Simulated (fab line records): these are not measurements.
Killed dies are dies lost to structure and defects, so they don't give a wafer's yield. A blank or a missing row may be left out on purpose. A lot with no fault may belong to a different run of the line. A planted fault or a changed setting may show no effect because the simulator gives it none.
A single fault, viewed from 2 desks :: flow gf180mcu :: what lay behind the numbers comes last; until then each desk has only its own

THE METROLOGY DESK
What the gauges read, lot by lot, whatever tool the lot ran on: means of the sampled wafers that have a number. Marked OUT: a lot whose mean sits more than 4 standard deviations from the usual mean, which makes it out of limits; the brackets give that distance.
Columns: A = M2_OVL at GF_M2_OVL_MEAS_15, usual -2 nm; B = cd-nm at GF_V2_CD_MEAS_14, usual 259.7 nm
lot: L433
first seen here: day 19 07:34
A: 4
B: 259.8

lot: L435
first seen here: day 19 20:19
A: -2
B: 258.9

lot: L436
first seen here: day 20 05:51
A: 8
B: 258.8

lot: L437
first seen here: day 20 13:58
A: -7
B: 258.9

lot: L439
first seen here: day 21 12:41
A: -2
B: 260.0

lot: L443
first seen here: day 23 10:46
A: -6
B: 259.8

lot: L444
first seen here: day 23 15:08
A: -7
B: 259.4

lot: L447
first seen here: day 24 07:10
A: -5
B: 260.0

lot: L448
first seen here: day 24 20:54
A: 3
B: 259.6

lot: L449
first seen here: day 25 08:21
A: -1
B: 260.8

lot: L453
first seen here: day 26 02:52
A: 4
B: 257.6

lot: L454
first seen here: day 26 11:23
A: -4
B: 259.2

lot: L456
first seen here: day 27 03:44
A: -4
B: 259.6
This desk's finding: nothing out of limits on any of the 13 lots.

AT THE TOOL OWNER'S DESK: plasma-asher-04
The tool's own readings at GF_M2_STRIP_17 (strips in O2/N2): means of the sampled wafers that have a number, for each lot that ran on this tool. Marked OUT: a lot whose mean sits more than 4 standard deviations from the usual mean, which makes it out of limits; the brackets give that distance.
Columns: A = drypump-motor-current-A at GF_M2_STRIP_17, usual 5.5 A; B = heater-power-w at GF_M2_STRIP_17, usual 325 W; C = n2-flow-sccm at GF_M2_STRIP_17, usual 300.1 sccm; D = oes-product-au at GF_M2_STRIP_17, usual 0.557 a.u.; E = strip-time-to-endpoint-s at GF_M2_STRIP_17, usual 7.86 s
lot: L433
first seen here: day 19 07:45
A: 5.8
B: 305
C: 299.4
D: 0.561
E: 7.93

lot: L437
first seen here: day 20 14:07
A: 6.0
B: 309
C: 301.0
D: 0.556
E: 7.91

lot: L439
first seen here: day 21 12:52
A: 5.8
B: 301
C: 299.9
D: 0.556
E: 7.88

lot: L443
first seen here: day 23 10:55
A: 6.1
B: 301
C: 300.4
D: 0.553
E: 7.84

lot: L444
first seen here: day 23 15:17
A: 5.8
B: 293
C: 300.7
D: 0.555
E: 7.91
This desk's finding: nothing out of limits on any of the 5 lots.

ALL TOGETHER
Nothing out of limits was seen by the metrology desk.
Nothing out of limits was seen by the tool owner's desk.

WHAT THE SIMULATOR HAD INSERTED
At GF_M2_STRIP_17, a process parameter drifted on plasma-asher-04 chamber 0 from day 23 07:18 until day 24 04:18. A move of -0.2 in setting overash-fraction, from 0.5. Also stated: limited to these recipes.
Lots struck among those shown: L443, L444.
